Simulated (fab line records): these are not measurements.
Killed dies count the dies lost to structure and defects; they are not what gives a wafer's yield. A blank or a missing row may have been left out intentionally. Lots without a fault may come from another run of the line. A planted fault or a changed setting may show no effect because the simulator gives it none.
Matching of chambers || flow sky130 || SKY_FIELD_ISO_ETCH_17 on rie si-01: 4 sister chambers
The step etches Si in HBr/Cl2/O2, target depth 342 nm, time 97.7 s. 4 wafers are shown with their chamber, then 10 later ones without.

EACH WAFER AND ITS CHAMBER
{"wafer": "L078.3", "chamber": 3, "he backside leak sccm (sccm)": 3.13}
{"wafer": "L082.2", "chamber": 2, "he backside leak sccm (sccm)": 3.06}
{"wafer": "L086.1", "chamber": 1, "he backside leak sccm (sccm)": 2.38}
{"wafer": "L086.2", "chamber": 0, "he backside leak sccm (sccm)": 2.94}

WAFERS WITHOUT THEIR CHAMBER
{"wafer": "L086.6", "he backside leak sccm (sccm)": 2.39}
{"wafer": "L089.3", "he backside leak sccm (sccm)": 2.95}
{"wafer": "L089.5", "he backside leak sccm (sccm)": 2.78}
{"wafer": "L089.6", "he backside leak sccm (sccm)": 2.51}
{"wafer": "L091.1", "he backside leak sccm (sccm)": 2.85}
{"wafer": "L091.4", "he backside leak sccm (sccm)": 2.51}
{"wafer": "L091.5", "he backside leak sccm (sccm)": 2.77}
{"wafer": "L097.3", "he backside leak sccm (sccm)": 2.87}
{"wafer": "L097.5", "he backside leak sccm (sccm)": 3.12}
{"wafer": "L097.6", "he backside leak sccm (sccm)": 2.41}

WHICH CHAMBER EACH WENT THROUGH
{"wafer": "L086.6", "from the rows above": 1, "in truth": 1}
{"wafer": "L089.3", "from the rows above": "can't be placed: 0 or 2 or 3", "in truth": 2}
{"wafer": "L089.5", "from the rows above": "can't be placed: 0 or 2 or 3", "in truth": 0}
{"wafer": "L089.6", "from the rows above": 1, "in truth": 1}
{"wafer": "L091.1", "from the rows above": "can't be placed: 0 or 2 or 3", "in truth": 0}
{"wafer": "L091.4", "from the rows above": 1, "in truth": 1}
{"wafer": "L091.5", "from the rows above": "can't be placed: 0 or 2 or 3", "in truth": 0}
{"wafer": "L097.3", "from the rows above": "can't be placed: 0 or 2 or 3", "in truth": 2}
{"wafer": "L097.5", "from the rows above": "can't be placed: 3 or 2 or 0", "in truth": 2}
{"wafer": "L097.6", "from the rows above": 1, "in truth": 1}
Placed correctly: 4 of 10. Can't be placed from these rows: 6 (the true chamber is among the candidates in 6). Placed wrongly: 0.
How it was worked out, from the rows above alone: a wafer's distance from a chamber is the root of the sum, over the readings, of the square of ((its reading less the chamber's mean) divided by the reading's scatter). If the next closest chamber is less than 2 further off than the closest, the wafer can't be placed; otherwise it belongs to the closest. The mean given for a chamber averages the wafers shown for that chamber. The scatter: with one shown wafer a chamber, the root of the mean of the squares of how far each hidden wafer lies from its nearest shown one.
